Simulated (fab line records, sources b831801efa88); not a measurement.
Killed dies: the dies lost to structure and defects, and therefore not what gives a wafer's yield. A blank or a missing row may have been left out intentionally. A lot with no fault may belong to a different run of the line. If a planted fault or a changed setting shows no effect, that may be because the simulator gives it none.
Which tool did it? :: flow gf180mcu :: Sampling: 11 lots, 33 wafers, 6 of 602 route steps

WHAT THE GAUGES SHOWED, per wafer
GF_M1_RS_MEAS_05: the measuring method here is four-point-probe. Usual: M1_ALCU_RS 0.0691 ohm/sq, standard deviation 0.00078.
lot: L937
measured: day 15 21:00
on: film metro-02
M1_ALCU_RS (ohm/sq): 0.0686 0.0694 0.0696
flag: 

lot: L941
measured: day 17 09:52
on: film metro-03
M1_ALCU_RS (ohm/sq): 0.0699 0.0703 0.0694
flag: 

lot: L943
measured: day 18 13:35
on: film metro-04
M1_ALCU_RS (ohm/sq): 0.0682 0.0692 0.0686
flag: 

lot: L946
measured: day 19 22:54
on: film metro-04
M1_ALCU_RS (ohm/sq): 0.0681 0.0679 0.0681
flag: 

lot: L948
measured: day 20 22:56
on: film metro-02
M1_ALCU_RS (ohm/sq): 0.0687 0.0689 0.0691
flag: 

lot: L951
measured: day 21 20:41
on: film metro-04
M1_ALCU_RS (ohm/sq): 0.0696 0.0699 0.0701
flag: 

lot: L952
measured: day 22 06:24
on: film metro-04
M1_ALCU_RS (ohm/sq): 0.0702 0.0694 0.0705
flag: 

lot: L953
measured: day 22 08:02
on: film metro-03
M1_ALCU_RS (ohm/sq): 0.0704 0.0543 0.0691
flag: OFF

lot: L957
measured: day 23 06:56
on: film metro-04
M1_ALCU_RS (ohm/sq): 0.0693 0.0543 0.0687
flag: OFF

lot: L956
measured: day 23 11:55
on: film metro-04
M1_ALCU_RS (ohm/sq): 0.0689 0.0679 0.0685
flag: 

lot: L960
measured: day 24 05:28
on: film metro-03
M1_ALCU_RS (ohm/sq): 0.0690 0.0697 0.0694
flag: 

GF_M1_THK_MEAS_06: measures by xrf. Usual: M1_ALCU_THK 448 nm, standard deviation 6.2.
lot: L937
measured: day 15 21:07
on: film metro-02
M1_ALCU_THK (nm): 451 444 445
flag: 

lot: L941
measured: day 17 09:59
on: film metro-03
M1_ALCU_THK (nm): 450 449 454
flag: 

lot: L943
measured: day 18 13:43
on: film metro-04
M1_ALCU_THK (nm): 451 443 446
flag: 

lot: L946
measured: day 19 23:01
on: film metro-04
M1_ALCU_THK (nm): 450 453 449
flag: 

lot: L948
measured: day 20 23:04
on: film metro-02
M1_ALCU_THK (nm): 451 450 447
flag: 

lot: L951
measured: day 21 20:48
on: film metro-04
M1_ALCU_THK (nm): 443 439 438
flag: 

lot: L952
measured: day 22 06:31
on: film metro-04
M1_ALCU_THK (nm): 439 443 434
flag: 

lot: L953
measured: day 22 08:08
on: film metro-03
M1_ALCU_THK (nm): 442 570 452
flag: OFF

lot: L957
measured: day 23 07:03
on: film metro-04
M1_ALCU_THK (nm): 443 566 444
flag: OFF

lot: L956
measured: day 23 12:02
on: film metro-04
M1_ALCU_THK (nm): 446 452 447
flag: 

lot: L960
measured: day 24 05:35
on: film metro-03
M1_ALCU_THK (nm): 455 447 453
flag: 

WHAT TOOL EACH LOT RAN ON (gives the tool, then ch and the chambers of the sampled wafers, and finally the start)
lot: L937
GF_CONTACT_STRIP_18: plasma asher-04 ch 0,1, day 15 19:47
GF_CONTACT_CMP_27: cmp-02 ch 1,3, day 15 20:32
GF_M1_SPUTTER_02: pvd sputter-01, day 15 20:55
GF_M1_SPUTTER_04: pvd sputter-01, day 15 20:58

lot: L941
GF_CONTACT_STRIP_18: plasma asher-02 ch 0,1, day 17 08:39
GF_CONTACT_CMP_27: cmp-01 ch 1,2, day 17 09:20
GF_M1_SPUTTER_02: pvd sputter-04, day 17 09:46
GF_M1_SPUTTER_04: pvd sputter-04, day 17 09:49

lot: L943
GF_CONTACT_STRIP_18: plasma asher-04 ch 0,1, day 18 12:23
GF_CONTACT_CMP_27: cmp-01 ch 0,3, day 18 13:04
GF_M1_SPUTTER_02: pvd sputter-01, day 18 13:30
GF_M1_SPUTTER_04: pvd sputter-01, day 18 13:33

lot: L946
GF_CONTACT_STRIP_18: plasma asher-02 ch 0,1, day 19 21:30
GF_CONTACT_CMP_27: cmp-02 ch 0,2,3, day 19 22:25
GF_M1_SPUTTER_02: pvd sputter-01, day 19 22:47
GF_M1_SPUTTER_04: pvd sputter-01, day 19 22:50

lot: L948
GF_CONTACT_STRIP_18: plasma asher-02 ch 0,1, day 20 21:44
GF_CONTACT_CMP_27: cmp-01 ch 2,3, day 20 22:28
GF_M1_SPUTTER_02: pvd sputter-01, day 20 22:50
GF_M1_SPUTTER_04: pvd sputter-01, day 20 22:54

lot: L951
GF_CONTACT_STRIP_18: plasma asher-02 ch 0,1, day 21 19:23
GF_CONTACT_CMP_27: cmp-01 ch 0,1,2, day 21 20:10
GF_M1_SPUTTER_02: pvd sputter-04, day 21 20:35
GF_M1_SPUTTER_04: pvd sputter-04, day 21 20:38

lot: L952
GF_CONTACT_STRIP_18: plasma asher-02 ch 0,1, day 22 05:11
GF_CONTACT_CMP_27: cmp-02 ch 1,2,3, day 22 05:55
GF_M1_SPUTTER_02: pvd sputter-04, day 22 06:17
GF_M1_SPUTTER_04: pvd sputter-04, day 22 06:20

lot: L953
GF_CONTACT_STRIP_18: plasma asher-04 ch 0,1, day 22 06:48
GF_CONTACT_CMP_27: cmp-01 ch 0,2,3, day 22 07:29
GF_M1_SPUTTER_02: pvd sputter-04, day 22 07:55
GF_M1_SPUTTER_04: pvd sputter-04, day 22 07:58

lot: L957
GF_CONTACT_STRIP_18: plasma asher-02 ch 0,1, day 23 05:44
GF_CONTACT_CMP_27: cmp-02 ch 1,2,3, day 23 06:25
GF_M1_SPUTTER_02: pvd sputter-04, day 23 06:50
GF_M1_SPUTTER_04: pvd sputter-04, day 23 06:53

lot: L956
GF_CONTACT_STRIP_18: plasma asher-04 ch 0,1, day 23 10:39
GF_CONTACT_CMP_27: cmp-01 ch 0,1,2, day 23 11:30
GF_M1_SPUTTER_02: pvd sputter-03, day 23 11:50
GF_M1_SPUTTER_04: pvd sputter-03, day 23 11:53

lot: L960
GF_CONTACT_STRIP_18: plasma asher-02 ch 0,1, day 24 04:15
GF_CONTACT_CMP_27: cmp-01 ch 0,1,3, day 24 04:59
GF_M1_SPUTTER_02: pvd sputter-01, day 24 05:22
GF_M1_SPUTTER_04: pvd sputter-01, day 24 05:25
- GF_CONTACT_STRIP_18: strips in O2/N2.
- GF_CONTACT_CMP_27: polishes, stops on SiO2, t overpolish 15 s, target thk 0 nm.
- GF_M1_SPUTTER_02: material AlCu, target thk 450 nm, time 23.9 s.
- GF_M1_SPUTTER_04: material TiN, target thk 50 nm, time 41.7 s.

WHAT THE TOOLS THEMSELVES READ (means of the sampled wafers that have a number; where no wafer has one, the mark that the record gives instead)
GF_CONTACT_STRIP_18. Usual: drypump motor current A 5.45 A, standard deviation 0.13; heater power w 315 W, standard deviation 25; oes product au 0.579 a.u., standard deviation 0.0045.
lot: L937
tool: plasma asher-04
drypump motor current A (A): 5.48
heater power w (W): 291
oes product au (a.u.): 0.581
flag: 

lot: L941
tool: plasma asher-02
drypump motor current A (A): 5.41
heater power w (W): 336
oes product au (a.u.): 0.583
flag: 

lot: L943
tool: plasma asher-04
drypump motor current A (A): 5.55
heater power w (W): 286
oes product au (a.u.): 0.585
flag: 

lot: L946
tool: plasma asher-02
drypump motor current A (A): 5.39
heater power w (W): 319
oes product au (a.u.): 0.573
flag: 

lot: L948
tool: plasma asher-02
drypump motor current A (A): 5.39
heater power w (W): 321
oes product au (a.u.): 0.577
flag: 

lot: L951
tool: plasma asher-02
drypump motor current A (A): 5.40
heater power w (W): 324
oes product au (a.u.): 0.575
flag: 

lot: L952
tool: plasma asher-02
drypump motor current A (A): 5.39
heater power w (W): 319
oes product au (a.u.): 0.579
flag: 

lot: L953
tool: plasma asher-04
drypump motor current A (A): 5.48
heater power w (W): 297
oes product au (a.u.): 0.579
flag: 

lot: L957
tool: plasma asher-02
drypump motor current A (A): 5.39
heater power w (W): 321
oes product au (a.u.): 0.578
flag: 

lot: L956
tool: plasma asher-04
drypump motor current A (A): 5.53
heater power w (W): 282
oes product au (a.u.): 0.576
flag: 

lot: L960
tool: plasma asher-02
drypump motor current A (A): 5.39
heater power w (W): 321
oes product au (a.u.): 0.576
flag: 

GF_CONTACT_CMP_27. Usual: motor current A 10.8 A, standard deviation 1; overpolish run s 15.000 s, standard deviation 0.0087; time to endpoint s 70 s, standard deviation 3.3.
lot: L937
tool: cmp-02
motor current A (A): 11.6
overpolish run s (s): 14.999
time to endpoint s (s): 74
flag: 

lot: L941
tool: cmp-01
motor current A (A): 9.8
overpolish run s (s): 15.004
time to endpoint s (s): 70
flag: 

lot: L943
tool: cmp-01
motor current A (A): 10.0
overpolish run s (s): 14.995
time to endpoint s (s): 65
flag: 

lot: L946
tool: cmp-02
motor current A (A): 11.9
overpolish run s (s): 15.006
time to endpoint s (s): 71
flag: 

lot: L948
tool: cmp-01
motor current A (A): 10.4
overpolish run s (s): 15.000
time to endpoint s (s): 75
flag: 

lot: L951
tool: cmp-01
motor current A (A): 10.9
overpolish run s (s): 14.992
time to endpoint s (s): 70
flag: 

lot: L952
tool: cmp-02
motor current A (A): 11.9
overpolish run s (s): 15.005
time to endpoint s (s): 68
flag: 

lot: L953
tool: cmp-01
motor current A (A): 10.6
overpolish run s (s): 14.999
time to endpoint s (s): 70
flag: 

lot: L957
tool: cmp-02
motor current A (A): 11.8
overpolish run s (s): 15.000
time to endpoint s (s): 73
flag: 

lot: L956
tool: cmp-01
motor current A (A): 10.8
overpolish run s (s): 15.003
time to endpoint s (s): 68
flag: 

lot: L960
tool: cmp-01
motor current A (A): 10.2
overpolish run s (s): 14.997
time to endpoint s (s): 72
flag: 

GF_M1_SPUTTER_02. Usual: throttle valve pct 29.7 %, standard deviation 1.1.
lot: L937
tool: pvd sputter-01
throttle valve pct (%): 30.5
flag: 

lot: L941
tool: pvd sputter-04
throttle valve pct (%): 29.6
flag: 

lot: L943
tool: pvd sputter-01
throttle valve pct (%): 30.0
flag: 

lot: L946
tool: pvd sputter-01
throttle valve pct (%): 29.6
flag: 

lot: L948
tool: pvd sputter-01
throttle valve pct (%): 30.3
flag: 

lot: L951
tool: pvd sputter-04
throttle valve pct (%): 30.3
flag: 

lot: L952
tool: pvd sputter-04
throttle valve pct (%): 30.7
flag: 

lot: L953
tool: pvd sputter-04
throttle valve pct (%): 30.0
flag: 

lot: L957
tool: pvd sputter-04
throttle valve pct (%): 30.3
flag: 

lot: L956
tool: pvd sputter-03
throttle valve pct (%): 29.7
flag: 

lot: L960
tool: pvd sputter-01
throttle valve pct (%): 29.5
flag: 

GF_M1_SPUTTER_04. Usual: throttle valve pct 29.7 %, standard deviation 1.1.
lot: L937
tool: pvd sputter-01
throttle valve pct (%): 30.0
flag: 

lot: L941
tool: pvd sputter-04
throttle valve pct (%): 29.7
flag: 

lot: L943
tool: pvd sputter-01
throttle valve pct (%): 29.7
flag: 

lot: L946
tool: pvd sputter-01
throttle valve pct (%): 29.7
flag: 

lot: L948
tool: pvd sputter-01
throttle valve pct (%): 30.4
flag: 

lot: L951
tool: pvd sputter-04
throttle valve pct (%): 30.4
flag: 

lot: L952
tool: pvd sputter-04
throttle valve pct (%): 30.4
flag: 

lot: L953
tool: pvd sputter-04
throttle valve pct (%): 29.9
flag: 

lot: L957
tool: pvd sputter-04
throttle valve pct (%): 30.5
flag: 

lot: L956
tool: pvd sputter-03
throttle valve pct (%): 29.8
flag: 

lot: L960
tool: pvd sputter-01
throttle valve pct (%): 29.6
flag: 

THE ANSWER, worked out from the rows above alone
Rule: lot off if the mean of its wafers having a number is beyond 3 standard deviations from the usual mean. A lot without any number at a reading at which 4 lots or more have one is off too. Any other lot the step has rows for is counted as sound. After the gauges, taken in route order, come the tools' own readings; for these a lot's mean is taken, as printed above. The first step at which some lot is off is used, and at that step the reading that is off furthest; a lot without a number counts as furthest.
Off: L953, L957, seen at GF_M1_RS_MEAS_05 (M1_ALCU_RS).
A tool fits if, at a process step before that reading, it ran every lot that is off, and no sound lot after the first of them. The gauges at GF_M1_RS_MEAS_05 are tried like those tools. One candidate fits, namely pvd sputter-04 at GF_M1_SPUTTER_02 and GF_M1_SPUTTER_04. At GF_M1_SPUTTER_02 its last sound lot is L952 (day 22 06:17), its first lot that is off L953 (day 22 07:55): a fault that began between those two fits.

WHAT THE SIMULATOR HAD PUT IN
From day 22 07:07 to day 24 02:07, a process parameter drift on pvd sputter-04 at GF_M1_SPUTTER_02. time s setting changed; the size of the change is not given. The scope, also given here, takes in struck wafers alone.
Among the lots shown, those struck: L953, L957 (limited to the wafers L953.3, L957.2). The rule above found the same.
